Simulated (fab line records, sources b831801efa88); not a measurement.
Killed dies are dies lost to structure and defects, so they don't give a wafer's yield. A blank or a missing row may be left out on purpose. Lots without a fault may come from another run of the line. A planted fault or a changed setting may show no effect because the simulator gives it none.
A struck lot beside a sound one | flow gf180mcu | 16 steps out of a route of 602
Sound: wafers L221.1, L221.3, L221.4. Struck: wafers L227.3, L227.4, L227.6. The cause comes at the end.
At each step with rows: each side's tool, then ch and its chambers, then its first start. Under that, the readings that differ: sound wafers | struck wafers | difference of the means | sigmas: that difference in standard deviations of wafers without a fault.
alike: readings whose means differ by less than 2 such deviations, and words and numbers that are the same on both sides. not compared: withheld readings, readings that some wafer has no value for, bounds like >300 that may hide the same value, and numbers for which the record gives no deviation and whose values overlap.
The two part at a step that has a row with sigmas, a row that says differs or no value, or rows on one side only. Numbers that don't overlap but have no deviation are shown without sigmas and don't part them. A reading that every wafer of one side lacks parts them only if that side has two wafers or more.

GF_HV_LDD_THK_MEAS_57:
  sound on film_metro-03, day 14 17:25; struck on film_metro-04, day 16 09:45
  alike: HV_LDD_CVD_56_THK
GF_HV_LDD_ETCHBACK_58: etches Si3N4 in CH3F/O2, stops on SiO2, time 100 s, target depth 90 nm.
  sound on rie_diel-03 ch 0,2,3, day 14 17:28; struck on rie_diel-03 ch 0,2,3, day 16 09:47
  alike: ch3f_flow_sccm, drypump_motor_current_A, oes_product_au, throttle_valve_pct
  not compared: rf_hours_counter_h
then, 7 steps without rows for these wafers: GF_NSD_DEHYDRATE_00 (time 60 s); GF_NSD_HMDS_01 (prime time 60 s); GF_NSD_COAT_02 (resist thk 1000 nm); GF_NSD_SOFTBAKE_03 (time 60 s); GF_NSD_EXPOSE_04 (exposes mask Nplus, target cd 400 nm); GF_NSD_PEB_05; GF_NSD_DEVELOP_06 (develop time 60 s).
GF_NSD_CD_MEAS_07: target cd 400 nm.
  sound on cd_sem-02, day 15 15:19; struck on cd_sem-01, day 17 07:51
  reading    | sound             | struck            | difference | sigmas
  cd_nm (nm) | 406.7 406.6 403.8 | 398.8 401.5 399.8 | -5.7       | -2
GF_NSD_OVL_MEAS_08:
  sound on overlay-01, day 15 15:26; struck on overlay-02, day 17 07:57
  alike: NSD_OVL
then, 1 step without rows for these wafers: GF_NSD_IMPLANT_09.
GF_NSD_IMPLANT_10:
  sound on implanter-03 ch 0, day 15 15:38; struck on implanter-02 ch 0, day 17 08:10
  reading                   | sound                | struck               | difference | sigmas
  beam_energy_keV           | 40.010 39.991 40.024 | 43.109 43.093 43.076 | +3.084     | +99 or more
  model.implant.rp_nm (nm)  | 48.75 48.75 48.75    | 51.03 51.03 51.03    | +2.28      |
  model.implant.drp_nm (nm) | 21.16 21.16 21.16    | 22.54 22.54 22.54    | +1.38      |
GF_NSD_STRIP_11: strips in O2/N2.
  sound on plasma_asher-02 ch 0,1, day 15 15:47; struck on plasma_asher-02 ch 0,1, day 17 08:18
  reading                      | sound             | struck            | difference | sigmas
  strip_time_to_endpoint_s (s) | 22.82 22.82 22.86 | 23.04 23.00 23.06 | +0.20      | +6
  alike: drypump_motor_current_A, heater_power_w, oes_product_au
  not compared: rf_hours_counter_h
GF_NSD_TW_MEAS_12:
  sound on film_metro-02, day 15 15:53; struck on film_metro-02, day 17 08:23
  alike: NSD_TW
then, 1 step without rows for these wafers: GF_PASSIVATION_PROBE_99.

WHERE THEY PART
First at GF_NSD_CD_MEAS_07; last, within this record, at GF_NSD_STRIP_11. Later steps at which nothing parts them and some readings are alike: GF_NSD_TW_MEAS_12.

WHY: what the simulator had put in
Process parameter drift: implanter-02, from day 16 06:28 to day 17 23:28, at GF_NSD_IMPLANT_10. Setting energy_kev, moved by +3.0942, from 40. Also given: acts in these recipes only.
